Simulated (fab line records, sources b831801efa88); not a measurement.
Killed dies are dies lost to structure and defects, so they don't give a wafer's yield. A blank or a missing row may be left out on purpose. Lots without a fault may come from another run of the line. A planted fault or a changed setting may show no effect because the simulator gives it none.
Which tool did it? | flow sky130 | 12 lots, 36 wafers sampled, at 2 steps of a route of 708

WHAT THE GAUGES READ, wafer by wafer
SKY_FIELD_ISO_BOW_MEAS_00.
lot  | measured    | on            | INCOMING_BOW (um)
L331 | day 1 15:01 | film_metro-02 | -5 -2 -5
L332 | day 1 20:01 | film_metro-04 | 3 -9 -10
L333 | day 2 01:01 | film_metro-04 | 5 4 1
L335 | day 2 11:01 | film_metro-03 | -4 -4 6
L336 | day 2 16:00 | film_metro-03 | 1 10 1
L338 | day 3 02:00 | film_metro-04 | -5 4 4
L340 | day 3 12:02 | film_metro-03 | -6 -7 -16
L341 | day 3 17:01 | film_metro-04 | 6 7 -11
L345 | day 4 13:01 | film_metro-03 | 3 7 -9
L348 | day 5 04:00 | film_metro-04 | 0 -3 3
L349 | day 5 09:02 | film_metro-02 | -1 4 4
L350 | day 5 14:00 | film_metro-03 | 6 4 2

SKY_FIELD_ISO_THK_MEAS_02.
lot  | measured    | on            | FIELD_ISO_OXIDATION_00_THK (nm)
L331 | day 1 17:34 | film_metro-03 | 12.32 12.37 12.12
L332 | day 1 23:26 | film_metro-04 | 12.21 12.22 12.31
L333 | day 2 03:45 | film_metro-03 | 11.97 12.22 11.91
L335 | day 2 12:38 | film_metro-04 | 12.11 11.96 11.99
L336 | day 2 19:04 | film_metro-03 | 12.09 12.13 11.93
L338 | day 3 04:52 | film_metro-02 | 11.92 11.91 12.09
L340 | day 3 14:19 | film_metro-03 | 11.87 12.09 12.22
L341 | day 3 19:08 | film_metro-04 | 11.74 11.61 11.61
L345 | day 4 14:38 | film_metro-04 | 12.45 12.46 12.40
L348 | day 5 05:38 | film_metro-03 | 12.27 12.38 12.07
L349 | day 5 10:39 | film_metro-03 | 12.29 12.33 12.28
L350 | day 5 15:38 | film_metro-02 | 12.00 12.25 11.87

WHICH TOOL RAN EACH LOT (tool, then ch and the chambers of the sampled wafers, then the start)
The record holds no process step before these readings.

WHAT THE TOOLS THEMSELVES READ (means of the sampled wafers that have a number; where no wafer has one, the mark that the record gives instead)
The record holds no such reading with a usual standard deviation.

THE ANSWER, worked out from the rows above alone
Rule: what is usual is taken from the lots themselves. Put in order of their means at a reading, lots are off if they are a third of the lots or fewer, leave a main group of 4 or more, and stand apart from it by a gap of 3 or more times the standard deviation of the main group's means; of several such gaps the widest counts. A main group whose means are all the same, to the digits that the tables above print for the reading, isn't used. A lot without any number at a reading at which 4 lots or more have one is off too. The other lots that the step has rows for count as sound. The gauges are gone through in route order, then the tools' own readings, and for those a lot's mean is taken as printed above. The first step at which some lot is off is used, and at that step the reading that is off furthest; a lot without a number counts as furthest.
No lot is off at any reading shown: from this, nothing can be told.

WHAT THE SIMULATOR HAD PUT IN
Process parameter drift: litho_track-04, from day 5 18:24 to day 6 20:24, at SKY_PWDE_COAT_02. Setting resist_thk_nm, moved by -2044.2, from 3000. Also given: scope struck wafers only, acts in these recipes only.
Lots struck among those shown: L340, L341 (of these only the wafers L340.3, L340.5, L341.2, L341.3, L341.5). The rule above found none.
